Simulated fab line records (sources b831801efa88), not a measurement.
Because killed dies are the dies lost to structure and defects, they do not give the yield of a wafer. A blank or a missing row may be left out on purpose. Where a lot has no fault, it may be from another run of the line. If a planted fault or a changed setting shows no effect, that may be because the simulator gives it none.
Matching of chambers ; flow sky130 ; pecvd-01 running SKY_PASSIVATION_CVD_00: 3 sister chambers
The step deposits SiO2, target thk 90 nm. 22 wafers are shown with their chamber, then 11 later ones without.

## WAFERS, EACH WITH ITS CHAMBER
wafer;chamber;heater_power_w (W)
L074.3;2;642
L074.5;0;682
L074.6;1;717
L075.2;1;702
L075.3;2;610
L075.4;2;601
L076.2;1;788
L076.3;2;627
L076.6;2;643
L077.1;2;647
L077.4;1;770
L077.6;0;586
L078.1;0;683
L078.2;2;611
L078.3;1;711
L078.4;1;722
L078.5;2;638
L078.6;0;720
L080.2;0;720
L080.4;2;618
L080.6;1;696
L082.2;2;584

SIGNATURES (averages over the wafers above)
reading;chamber 0;chamber 1;chamber 2;scatter within a chamber
heater_power_w;678.20;729.43;622.10;35.1
Rule: distance of a wafer from a chamber = root of the sum over the readings of ((wafer's reading minus chamber's mean) / reading's scatter) squared. If the next closest chamber is less than 2 further off than the closest, the wafer can't be placed; otherwise it belongs to the closest. The scatter: take each reading less its chamber's mean, square it, sum over the shown wafers, divide by the number of wafers less the number of chambers, and take the root.

## WAFERS MISSING THEIR CHAMBER
wafer;heater_power_w (W)
L082.3;640
L082.6;653
L086.1;585
L086.2;742
L086.6;775
L093.2;660
L093.3;616
L093.4;587
L096.3;683
L096.4;667
L096.5;556

## EACH ONE'S CHAMBER
wafer;from the rows above;in truth
L082.3;can't be placed: 2 or 0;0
L082.6;can't be placed: 0 or 2 or 1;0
L086.1;can't be placed: 2 or 0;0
L086.2;can't be placed: 1 or 0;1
L086.6;can't be placed: 1 or 0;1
L093.2;can't be placed: 0 or 2 or 1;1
L093.3;can't be placed: 2 or 0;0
L093.4;can't be placed: 2 or 0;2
L096.3;can't be placed: 0 or 1 or 2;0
L096.4;can't be placed: 0 or 2 or 1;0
L096.5;can't be placed: 2 or 0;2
0 of 11 placed correctly. From these rows, 11 cannot be placed; in 11 the true chamber is one of the candidates. Wrongly placed: 0.
